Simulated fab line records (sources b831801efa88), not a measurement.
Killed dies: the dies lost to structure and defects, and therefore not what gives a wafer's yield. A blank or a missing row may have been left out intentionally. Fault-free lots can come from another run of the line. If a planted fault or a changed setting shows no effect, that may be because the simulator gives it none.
Which tool is to blame?    flow sky130    Sampling: 10 lots, 30 wafers, 5 of 708 route steps

== WHAT EACH GAUGE READ, for each wafer ==
SKY_PASSIVATION_THK_MEAS_01.
lot   measured      on             PASSIVATION_CVD_00_THK (nm)
L558  day 44 14:48  film_metro-02  91.2 90.3 91.2
L559  day 44 20:13  film_metro-02  91.9 90.8 90.0
L561  day 45 06:39  film_metro-01  90.7 92.3 91.6
L566  day 46 13:28  film_metro-01  90.3 90.5 91.0
L570  day 47 08:50  film_metro-02  90.2 91.4 39.9
L571  day 47 16:19  film_metro-03  38.4 89.2 39.2
L575  day 48 07:49  film_metro-01  89.3 87.9 90.4
L579  day 49 06:19  film_metro-03  88.9 89.2 90.6
L580  day 49 11:04  film_metro-03  91.3 90.6 90.7
L581  day 49 16:24  film_metro-03  88.7 90.7 91.3

== EACH LOT AND THE TOOL THAT RAN IT (in order: tool; ch and the chambers of the sampled wafers; start) ==
lot   SKY_METAL4_SPUTTER_03         SKY_VIA4_ETCH_12                    SKY_VIA4_CMP_21                SKY_PASSIVATION_CVD_00
L558  pvd_sputter-04, day 40 12:29  rie_diel-03 ch 0,1,2, day 43 13:26  cmp-01 ch 0,1,2, day 43 14:32  pecvd-01 ch 0,2, day 44 14:46
L559  pvd_sputter-01, day 40 19:37  rie_diel-04 ch 1,3, day 43 19:26    cmp-02 ch 1,2,3, day 43 20:35  pecvd-02 ch 0,2, day 44 20:11
L561  pvd_sputter-04, day 41 06:23  rie_diel-04 ch 0,1,2, day 44 05:30  cmp-02 ch 1,2, day 44 06:41    pecvd-02 ch 0,2, day 45 06:37
L566  pvd_sputter-02, day 42 13:45  rie_diel-04 ch 0,1,3, day 45 12:23  cmp-02 ch 0,3, day 45 13:29    pecvd-01 ch 0,1, day 46 13:26
L570  pvd_sputter-01, day 43 11:28  rie_diel-04 ch 0,1,2, day 46 09:20  cmp-02 ch 1,2, day 46 10:24    pecvd-02 ch 1,2, day 47 08:47
L571  pvd_sputter-02, day 43 21:10  rie_diel-03 ch 0,1,3, day 46 17:45  cmp-02 ch 1,3, day 46 18:52    pecvd-02 ch 0,2, day 47 16:17
L575  pvd_sputter-04, day 44 13:27  rie_diel-02 ch 0,1,2, day 47 09:45  cmp-01 ch 0,2,3, day 47 10:49  pecvd-03 ch 0,1, day 48 07:47
L579  pvd_sputter-02, day 45 17:15  rie_diel-02 ch 0,1,2, day 48 09:30  cmp-01 ch 0,2,3, day 48 10:35  pecvd-01 ch 1,2, day 49 06:17
L580  pvd_sputter-04, day 45 22:46  rie_diel-03 ch 1,2, day 48 14:14    cmp-02 ch 1,2, day 48 15:18    pecvd-03 ch 0,1,2, day 49 11:01
L581  pvd_sputter-02, day 46 07:14  rie_diel-02 ch 0,1,3, day 48 21:20  cmp-02 ch 0,2,3, day 48 22:23  pecvd-03 ch 0,1, day 49 16:22
- SKY_METAL4_SPUTTER_03: material Ti, target thk 5 nm, time 3.3 s.
- SKY_VIA4_ETCH_12: etches SiO2 in C4F8/O2/Ar, stops on TiN, target depth 580 nm.
- SKY_VIA4_CMP_21: polishes, stops on SiO2, t overpolish 25 s, target thk 0 nm.
- SKY_PASSIVATION_CVD_00: deposits SiO2, target thk 90 nm.

== WHAT THE TOOLS THEMSELVES READ (means of the sampled wafers that have a number; where no wafer has one, the mark that the record gives instead) ==
SKY_METAL4_SPUTTER_03.
lot   tool            throttle_valve_pct (%)
L558  pvd_sputter-04  30.1
L559  pvd_sputter-01  30.0
L561  pvd_sputter-04  29.9
L566  pvd_sputter-02  31.0
L570  pvd_sputter-01  30.0
L571  pvd_sputter-02  31.1
L575  pvd_sputter-04  29.3
L579  pvd_sputter-02  31.2
L580  pvd_sputter-04  30.6
L581  pvd_sputter-02  31.1

SKY_VIA4_ETCH_12.
lot   tool         oes_product_au (a.u.)
L558  rie_diel-03  0.929
L559  rie_diel-04  0.927
L561  rie_diel-04  0.927
L566  rie_diel-04  0.922
L570  rie_diel-04  0.921
L571  rie_diel-03  0.921
L575  rie_diel-02  0.928
L579  rie_diel-02  0.924
L580  rie_diel-03  0.924
L581  rie_diel-02  0.928

SKY_VIA4_CMP_21.
lot   tool    motor_current_A (A)  overpolish_run_s (s)  time_to_endpoint_s (s)
L558  cmp-01  11.6                 24.996                116
L559  cmp-02  9.8                  25.007                127
L561  cmp-02  9.9                  24.995                122
L566  cmp-02  10.3                 25.008                128
L570  cmp-02  9.7                  24.990                124
L571  cmp-02  10.5                 25.002                123
L575  cmp-01  12.0                 25.003                121
L579  cmp-01  12.1                 24.995                125
L580  cmp-02  10.4                 25.005                125
L581  cmp-02  10.2                 25.001                124

SKY_PASSIVATION_CVD_00.
lot   tool      heater_power_w (W)
L558  pecvd-01  577
L559  pecvd-02  633
L561  pecvd-02  641
L566  pecvd-01  598
L570  pecvd-02  667
L571  pecvd-02  662
L575  pecvd-03  548
L579  pecvd-01  661
L580  pecvd-03  590
L581  pecvd-03  572

== THE ANSWER, worked out from the rows above alone ==
Rule: what is usual is taken from the lots themselves. Put in order of their means at a reading, lots are off if they are a third of the lots or fewer, leave a main group of 4 or more, and stand apart from it by a gap of 3 or more times the standard deviation of the main group's means; of several such gaps the widest counts. A main group whose means are all the same, to the digits that the tables above print for the reading, isn't used. A lot without any number at a reading at which 4 lots or more have one is off too. Where the step has rows for the other lots, those lots are counted as sound. Order of review: gauges by route order, followed by the tools' own readings, for which a lot's mean as printed above is used. At the first step where some lot is off, the reading lying furthest off is the one used; lots without a number count as furthest.
Off: L570, L571, seen at SKY_PASSIVATION_THK_MEAS_01 (PASSIVATION_CVD_00_THK). The main group has a mean of 90.5 nm with a standard deviation of 0.72.
A tool fits if, at a process step before that reading, it ran every lot that is off, and no sound lot after the first of them. Gauges at SKY_PASSIVATION_THK_MEAS_01: tried the same way as those tools. One fits: pecvd-02 at SKY_PASSIVATION_CVD_00. Its last sound lot is L561 (day 45 06:37), its first lot that is off L570 (day 47 08:47): a fault that began between those two fits.

== WHAT THE SIMULATOR HAD PUT IN ==
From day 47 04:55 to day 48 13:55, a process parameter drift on pecvd-02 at SKY_PASSIVATION_CVD_00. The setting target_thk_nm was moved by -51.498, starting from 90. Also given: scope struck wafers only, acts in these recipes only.
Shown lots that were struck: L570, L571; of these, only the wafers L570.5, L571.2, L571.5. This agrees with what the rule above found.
